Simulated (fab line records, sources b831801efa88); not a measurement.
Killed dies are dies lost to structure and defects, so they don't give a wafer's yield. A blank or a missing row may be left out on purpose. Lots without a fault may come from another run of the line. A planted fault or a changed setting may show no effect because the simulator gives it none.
One fault seen from 2 desks | flow sky130 | each desk has only its own numbers; what lay behind them comes last

THE METROLOGY DESK
What the gauges read, lot by lot, whatever tool the lot ran on: means of the sampled wafers that have a number. A lot is out of limits, marked OUT, if its mean lies more than 4 standard deviations from the usual mean; the brackets give that distance.
Columns: A = VIA3_BOW at SKY_VIA3_BOW_MEAS_03, usual 81 um
lot  | first seen here | A
L329 | day 38 18:50    | 87
L334 | day 40 04:44    | 88
L336 | day 41 00:51    | 72
L337 | day 41 06:49    | 87
L338 | day 41 07:42    | 81
L339 | day 42 01:17    | 79
L346 | day 43 21:25    | 80
L347 | day 44 05:58    | 90
L349 | day 44 11:40    | 88
L350 | day 44 14:36    | 79
L352 | day 45 07:14    | 87
This desk's finding: nothing out of limits on any of the 11 lots.

THE TOOL OWNER'S DESK: rie_metal-03
The tool's own readings at SKY_METAL3_METAL_ETCH_18 (etches the open film in Cl2/BCl3, stops on SiO2, target depth 845 nm, time 183.1 s): means of the sampled wafers that have a number, for each lot that ran on this tool. A lot is out of limits, marked OUT, if its mean lies more than 4 standard deviations from the usual mean; the brackets give that distance.
Columns: A = drypump_motor_current_A at SKY_METAL3_METAL_ETCH_18, usual 5.7 A; B = oes_product_au at SKY_METAL3_METAL_ETCH_18, usual 0.866 a.u.; C = throttle_valve_pct at SKY_METAL3_METAL_ETCH_18, usual 22.265 %
lot  | first seen here | A   | B     | C
L329 | day 38 17:15    | 5.8 | 0.858 | 22.263
L334 | day 40 03:26    | 5.7 | 0.870 | 22.269
L336 | day 40 23:32    | 5.8 | 0.877 | 22.261
L337 | day 41 05:02    | 5.9 | 0.866 | 22.266
L338 | day 41 06:11    | 5.8 | 0.860 | 22.268
L347 | day 44 04:18    | 5.7 | 0.863 | 22.258
L349 | day 44 10:20    | 5.7 | 0.864 | 22.270
L350 | day 44 13:14    | 5.8 | 0.860 | 22.260
L352 | day 45 05:53    | 5.9 | 0.870 | 22.265
This desk's finding: nothing out of limits on any of the 9 lots.

PUT TOGETHER
The metrology desk saw nothing out of limits.
The tool owner's desk saw nothing out of limits.

WHAT THE SIMULATOR HAD PUT IN
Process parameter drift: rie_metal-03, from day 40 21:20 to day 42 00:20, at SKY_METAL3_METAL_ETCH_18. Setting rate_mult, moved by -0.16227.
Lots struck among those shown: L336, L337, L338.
